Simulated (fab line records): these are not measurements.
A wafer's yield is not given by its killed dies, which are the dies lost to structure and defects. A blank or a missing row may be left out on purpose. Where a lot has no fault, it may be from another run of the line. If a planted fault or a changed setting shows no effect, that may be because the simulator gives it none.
Struck lot and sound lot, side by side -- flow sky130 -- 32 out of 708 route steps
Sound: the wafers L543.2, L543.4, L543.6. Struck: wafers L550.3, L550.5, L550.6. Last of all comes the cause.
At each step with rows: each side's tool, then ch and its chambers, then its first start. Under that, the readings that differ: sound wafers -- struck wafers -- difference of the means -- sigmas: that difference in standard deviations of wafers without a fault.
alike: readings whose means differ by less than 2 such deviations, and words and numbers that are the same on both sides. not compared: withheld readings, readings that some wafer has no value for, bounds like >300 that may hide the same value, and numbers for which the record gives no deviation and whose values overlap.
Wherever a step has rows on one side only, a row that says differs or no value, or a row with sigmas, the two part there. When numbers do not overlap yet have no deviation, they are printed without sigmas and do not part them. Lack of a reading on every wafer of one side parts them only where that side has two or more wafers.

SKY_PWDE_OVL_MEAS_07:
  sound on overlay-02 at day 5 19:31; struck on overlay-02 at day 7 13:34
  alike: PWDE_OVL
next, for these wafers, 1 step has no rows: SKY_PWDE_IMPLANT_08.
SKY_PWDE_STRIP_09: strips in O2/N2.
  sound on plasmaAsher-03 ch 0,1, day 5 19:42; struck on plasmaAsher-03 ch 0,1, day 7 13:46
  alike: drypumpMotorCurrentA, o2FlowSccm, oesProductAu, stripTimeToEndpointS
  not compared: rfHoursCounterH
SKY_PWDE_TW_MEAS_10:
  sound on filmMetro-03 at day 5 19:49; struck on filmMetro-03 at day 7 13:51
  alike: PWDE_TW
then, 7 steps without rows for these wafers: SKY_NWELL_DEHYDRATE_03 (time 60 s); SKY_NWELL_HMDS_04 (prime time 60 s); SKY_NWELL_COAT_05 (resist thk 3000 nm); SKY_NWELL_SOFTBAKE_06; SKY_NWELL_EXPOSE_07 (exposes mask NWM, target cd 840 nm); SKY_NWELL_PEB_08; SKY_NWELL_DEVELOP_09 (develop time 60 s).
SKY_NWELL_OVL_MEAS_10:
  sound on overlay-01 at day 6 15:03; struck on overlay-02 at day 8 10:31
reading,sound,struck,difference,sigmas
NWELL_00_OVL (nm),0.2 2.3 1.5,-1.7 -2.2 -2.3,-3.4,-2
SKY_NWELL_IMPLANT_11:
  sound on implanter-02 ch 0, day 6 15:07; struck on implanter-02 ch 0, day 8 10:36
reading,sound,struck,difference,sigmas
doseIonsCm2,1.8992e+13 1.905e+13 1.9005e+13,1.7954e+13 1.7988e+13 1.7946e+13,-1.0530e+12,-50
faradayCurrentUA,107.4 106.5 103.4,101.2 103.0 98.8,-4.8,-3
then, 2 steps without rows for these wafers: SKY_NWELL_IMPLANT_12; SKY_NWELL_IMPLANT_13.
SKY_NWELL_STRIP_14: strips in O2/N2.
  sound on plasmaAsher-01 ch 0,1, day 6 15:32; struck on plasmaAsher-04 ch 0,1, day 8 11:02
reading,sound,struck,difference,sigmas
o2FlowSccm (sccm),2977 2996 2983,3000 3009 3004,+19,+2
  alike: drypumpMotorCurrentA, oesProductAu, stripTimeToEndpointS
  not compared: rfHoursCounterH
SKY_NWELL_TW_MEAS_15:
  sound on filmMetro-03 at day 6 15:38; struck on filmMetro-03 at day 8 11:07
reading,sound,struck,difference,sigmas
NWELL_TW,1809 1813 1810,1788 1791 1783,-23,-3
then, 7 steps without rows for these wafers: SKY_NWELL_DEHYDRATE_16 (time 60 s); SKY_NWELL_HMDS_17 (prime time 60 s); SKY_NWELL_COAT_18 (resist thk 3000 nm); SKY_NWELL_SOFTBAKE_19; SKY_NWELL_EXPOSE_20 (exposes mask NWM COMPLEMENT, target cd 840 nm); SKY_NWELL_PEB_21; SKY_NWELL_DEVELOP_22 (develop time 60 s).
SKY_NWELL_OVL_MEAS_23:
  sound on overlay-01 at day 7 10:42; struck on overlay-02 at day 9 07:55
  alike: NWELL_01_OVL
next, for these wafers, 1 step has no rows: SKY_NWELL_IMPLANT_24.
SKY_NWELL_STRIP_25: strips in O2/N2.
  sound on plasmaAsher-04 ch 0, day 7 10:53; struck on plasmaAsher-04 ch 0,1, day 9 08:07
  alike: drypumpMotorCurrentA, o2FlowSccm, oesProductAu, stripTimeToEndpointS
  not compared: rfHoursCounterH
SKY_NWELL_TW_MEAS_26:
  sound on filmMetro-04 at day 7 10:59; struck on filmMetro-04 at day 9 08:12
  alike: NWELL_2_TW
then, 1 step without rows for these wafers: SKY_NWELL_CLEAN_27 (cleans in SC1/SC2, time 150 s).
SKY_NWELL_RTA_28: time 30 s.
  sound on rtpAnneal-01 ch 0, day 7 11:07; struck on rtpAnneal-02 ch 0, day 9 08:20
  alike: lampPowerPct, wafer_temp_C_max
SKY_NWELL_RS_MEAS_29: the measuring method here is four-point-probe.
  sound on filmMetro-04 at day 7 11:13; struck on filmMetro-03 at day 9 08:26
reading,sound,struck,difference,sigmas
NWELL_RS (ohm/sq),625.8 626.9 626.2,642.9 643.9 643.6,+17.2,+10
-- the record jumps here: 40 days lie between the struck wafers' starts before and after (it left off in module NWELL and takes up again in module PAD_OPEN, whose first step shown is number 708 of the route) --
SKY_PAD_OPEN_PROBE_99:
  rows exist in the record for the struck wafers here (prober-02, day 49 13:28), but not for the sound ones

WHERE THEY PART
At SKY_NWELL_OVL_MEAS_10 first; at SKY_PAD_OPEN_PROBE_99 last (within this record only).

WHY: the cause the simulator had injected
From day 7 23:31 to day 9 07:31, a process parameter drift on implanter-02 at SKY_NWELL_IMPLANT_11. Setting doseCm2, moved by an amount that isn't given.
